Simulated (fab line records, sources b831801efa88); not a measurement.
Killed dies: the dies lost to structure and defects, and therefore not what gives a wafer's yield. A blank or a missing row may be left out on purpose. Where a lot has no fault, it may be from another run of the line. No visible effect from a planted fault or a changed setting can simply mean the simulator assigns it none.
Which of the tools did it?	flow gf180mcu	12 lots, 36 wafers sampled, at 6 steps of a route of 602

## WHAT THE GAUGES READ, wafer by wafer
GF_HV_LDD_TW_MEAS_38.
lot	measured	on	HV_LDD_3_TW
L716	day 11 13:57	film metro-04	1409 1414 1409
L717	day 11 19:00	film metro-02	1456 1443 1442
L719	day 12 12:53	film metro-04	1403 1406 1409
L720	day 12 21:45	film metro-04	1405 1408 1403
L721	day 13 10:13	film metro-04	1415 1406 1410
L722	day 13 14:12	film metro-03	1420 1422 1428
L725	day 14 13:25	film metro-02	1447 1442 1442
L728	day 15 11:17	film metro-03	1417 1428 1424
L732	day 16 19:27	film metro-03	1415 1425 1423
L735	day 17 17:10	film metro-04	1421 1418 1415
L736	day 17 23:10	film metro-02	1445 1447 1444
L737	day 18 09:30	film metro-03	1424 1430 1425

GF_NSD_OVL_MEAS_08.
lot	measured	on	NSD_OVL (nm)
L716	day 13 07:34	overlay-02	0.2 0.1 0.2
L717	day 13 13:55	overlay-01	-0.3 0.2 -0.1
L719	day 14 10:34	overlay-01	-2.2 -1.3 -2.6
L720	day 14 17:55	overlay-02	-0.2 -0.2 2.1
L721	day 15 07:08	overlay-01	-1.5 -2.2 -0.8
L722	day 15 10:29	overlay-01	-2.2 -2.0 -1.3
L725	day 16 16:01	overlay-02	-0.5 -1.5 -1.2
L728	day 17 11:01	overlay-01	0.0 -1.5 -2.6
L732	day 18 21:15	overlay-01	-3.0 -3.1 -2.4
L735	day 19 20:06	overlay-01	-1.4 -1.5 -0.8
L736	day 20 00:34	overlay-01	-1.8 -1.8 -1.9
L737	day 20 13:32	overlay-01	-1.9 0.1 -3.2

GF_PSD_RS_MEAS_14: measurement is done with a four-point probe.
lot	measured	on	NSD_RS (ohm/sq)
L716	day 14 04:43	film metro-01	46.00 46.13 46.16
L717	day 14 11:28	film metro-03	46.08 46.26 45.98
L719	day 15 07:53	film metro-03	46.05 46.15 46.08
L720	day 15 16:17	film metro-03	46.08 46.17 46.08
L721	day 16 05:58	film metro-01	44.06 44.11 44.09
L722	day 16 09:04	film metro-02	44.24 44.12 44.08
L725	day 17 15:40	film metro-03	46.08 46.16 46.27
L728	day 18 11:32	film metro-03	46.16 46.15 46.07
L732	day 19 22:31	film metro-01	46.27 46.22 46.12
L735	day 20 21:59	film metro-01	46.26 46.08 46.13
L736	day 21 01:49	film metro-03	46.08 46.01 45.98
L737	day 21 14:31	film metro-03	46.09 46.10 46.18

## EACH LOT AND THE TOOL THAT RAN IT (in order: tool; ch and the chambers of the sampled wafers; start)
lot	GF_HV_LDD_RTA_52	GF_NSD_IMPLANT_09	GF_NSD_STRIP_11
L716	rtp anneal-02 ch 0, day 12 09:34	implanter-04 ch 0, day 13 07:37	plasma asher-02 ch 0,1, day 13 07:53
L717	rtp anneal-01 ch 0, day 12 15:19	implanter-03 ch 0, day 13 13:58	plasma asher-02 ch 0,1, day 13 14:14
L719	rtp anneal-01 ch 0, day 13 09:09	implanter-04 ch 0, day 14 10:35	plasma asher-03 ch 0,1, day 14 10:53
L720	rtp anneal-01 ch 0, day 13 18:31	implanter-04 ch 0, day 14 17:58	plasma asher-02 ch 0,1, day 14 18:14
L721	rtp anneal-01 ch 0, day 14 06:47	implanter-03 ch 0, day 15 07:13	plasma asher-02 ch 0,1, day 15 07:58
L722	rtp anneal-01 ch 0, day 14 10:52	implanter-01 ch 0, day 15 10:33	plasma asher-03 ch 0,1, day 15 11:17
L725	rtp anneal-02 ch 0, day 15 11:08	implanter-03 ch 0, day 16 16:05	plasma asher-01 ch 0,1, day 16 16:23
L728	rtp anneal-02 ch 0, day 16 09:50	implanter-01 ch 0, day 17 11:07	plasma asher-02 ch 0,1, day 17 11:23
L732	rtp anneal-02 ch 0, day 17 18:43	implanter-04 ch 0, day 18 21:18	plasma asher-02 ch 0,1, day 18 21:35
L735	rtp anneal-01 ch 0, day 18 17:17	implanter-03 ch 0, day 19 20:11	plasma asher-03 ch 0,1, day 19 20:27
L736	rtp anneal-02 ch 0, day 18 22:26	implanter-01 ch 0, day 20 00:38	plasma asher-01 ch 0,1, day 20 00:56
L737	rtp anneal-02 ch 0, day 19 09:40	implanter-03 ch 0, day 20 13:35	plasma asher-01 ch 0,1, day 20 13:52
- GF_HV_LDD_RTA_52: time 10 s.
- GF_NSD_IMPLANT_09
- GF_NSD_STRIP_11: strips in O2/N2.

## WHAT THE TOOLS THEMSELVES READ (means of the sampled wafers that have a number; where no wafer has one, the mark that the record gives instead)
GF_HV_LDD_RTA_52.
lot	tool	chamber o2 ppm	lamp power pct (%)	wafer_temp_C_max
L716	rtp anneal-02	1.985	40.1	1006.3
L717	rtp anneal-01	2.024	38.0	1003.0
L719	rtp anneal-01	2.018	38.0	1002.8
L720	rtp anneal-01	1.980	38.0	1003.8
L721	rtp anneal-01	1.987	38.0	1002.6
L722	rtp anneal-01	2.026	38.0	1001.9
L725	rtp anneal-02	1.987	40.2	1006.4
L728	rtp anneal-02	1.993	40.1	1005.1
L732	rtp anneal-02	2.015	40.2	1005.4
L735	rtp anneal-01	2.000	38.0	1003.0
L736	rtp anneal-02	2.018	40.2	1006.9
L737	rtp anneal-02	2.002	40.1	1005.9

GF_NSD_IMPLANT_09.
lot	tool	beam energy keV
L716	implanter-04	60.004
L717	implanter-03	59.985
L719	implanter-04	60.013
L720	implanter-04	59.980
L721	implanter-03	60.004
L722	implanter-01	59.994
L725	implanter-03	59.983
L728	implanter-01	59.983
L732	implanter-04	60.003
L735	implanter-03	59.995
L736	implanter-01	60.008
L737	implanter-03	59.991

GF_NSD_STRIP_11.
lot	tool	drypump motor current A (A)	heater power w (W)	oes product au (a.u.)	strip time to endpoint s (s)
L716	plasma asher-02	5.7	330	0.486	22.96
L717	plasma asher-02	5.9	315	0.487	23.01
L719	plasma asher-03	5.6	319	0.480	22.95
L720	plasma asher-02	5.7	329	0.487	22.92
L721	plasma asher-02	5.7	334	0.482	24.12
L722	plasma asher-03	5.3	321	0.471	24.08
L725	plasma asher-01	5.9	349	0.488	22.95
L728	plasma asher-02	5.7	328	0.488	23.00
L732	plasma asher-02	5.7	331	0.483	22.97
L735	plasma asher-03	5.6	333	0.485	22.90
L736	plasma asher-01	5.9	357	0.487	22.92
L737	plasma asher-01	5.8	331	0.486	22.99

## THE ANSWER, worked out from the rows above alone
Rule: the lots themselves supply what counts as usual. Put in order of their means at a reading, lots are off if they are a third of the lots or fewer, leave a main group of 4 or more, and stand apart from it by a gap of 3 or more times the standard deviation of the main group's means; of several such gaps the widest counts. A main group whose means are all the same, to the digits that the tables above print for the reading, isn't used. A lot without any number at a reading at which 4 lots or more have one is off too. All remaining lots with rows at the step are treated as sound. Order of review: gauges by route order, followed by the tools' own readings, for which a lot's mean as printed above is used. The first step at which some lot is off is used, and at that step the reading that is off furthest; a lot without a number counts as furthest.
Off: L721, L722, seen at GF_PSD_RS_MEAS_14 (NSD_RS). Mean 46.12 ohm/sq and standard deviation 0.047 in the main group.
A tool fits if, at a process step before that reading, it ran every lot that is off, and no sound lot after the first of them. Not tried: the gauges at GF_PSD_RS_MEAS_14; whatever is off there is also off at GF_NSD_STRIP_11, on other tools, and gauge error can't account for it. No candidate that was tried fits.

## WHAT THE SIMULATOR HAD PUT IN
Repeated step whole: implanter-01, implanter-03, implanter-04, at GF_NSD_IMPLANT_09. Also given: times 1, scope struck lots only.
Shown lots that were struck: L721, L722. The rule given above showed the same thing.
